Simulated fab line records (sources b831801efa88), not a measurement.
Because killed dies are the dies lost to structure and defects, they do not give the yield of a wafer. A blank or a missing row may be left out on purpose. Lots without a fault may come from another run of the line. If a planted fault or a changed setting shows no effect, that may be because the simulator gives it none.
Matching of chambers ; flow sky130 ; cmp-02 running SKY_FIELD_ISO_CMP_27: 4 sister chambers
The step polishes, stops on Si3N4, t overpolish 16 s, target thk 457.8 nm. 4 wafers are shown with their chamber, then 10 later ones without.

## WAFERS PAIRED WITH THEIR CHAMBERS
wafer;chamber;motor_current_A (A)
L958.2;0;11.9
L959.6;1;13.0
L961.2;3;13.5
L961.3;2;12.7

## WAFERS MISSING THEIR CHAMBER
wafer;motor_current_A (A)
L961.4;12.4
L964.2;12.1
L964.3;11.9
L964.5;12.7
L965.3;11.7
L965.4;12.6
L965.6;11.8
L968.1;13.2
L968.2;11.9
L968.4;12.1

## EACH ONE'S CHAMBER
wafer;from the rows above;in truth
L961.4;can't be placed: 2 or 0 or 1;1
L964.2;0;0
L964.3;0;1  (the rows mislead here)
L964.5;can't be placed: 2 or 1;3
L965.3;0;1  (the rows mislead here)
L965.4;can't be placed: 2 or 1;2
L965.6;0;0
L968.1;can't be placed: 1 or 3 or 2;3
L968.2;0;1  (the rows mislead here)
L968.4;0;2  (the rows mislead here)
Placed correctly: 2 of 10. Can't be placed from these rows: 4 (the true chamber is among the candidates in 3). Wrongly placed: 4.
How it was worked out, from the rows above alone: a wafer's distance from a chamber is the root of the sum, over the readings, of the square of ((its reading less the chamber's mean) divided by the reading's scatter). If the next closest chamber is less than 2 further off than the closest, the wafer can't be placed; otherwise it belongs to the closest. For every chamber, the mean is computed from those of its wafers that are shown. The scatter (one wafer shown for each chamber): square how far every hidden wafer sits from the nearest shown wafer, average those squares and take the square root.
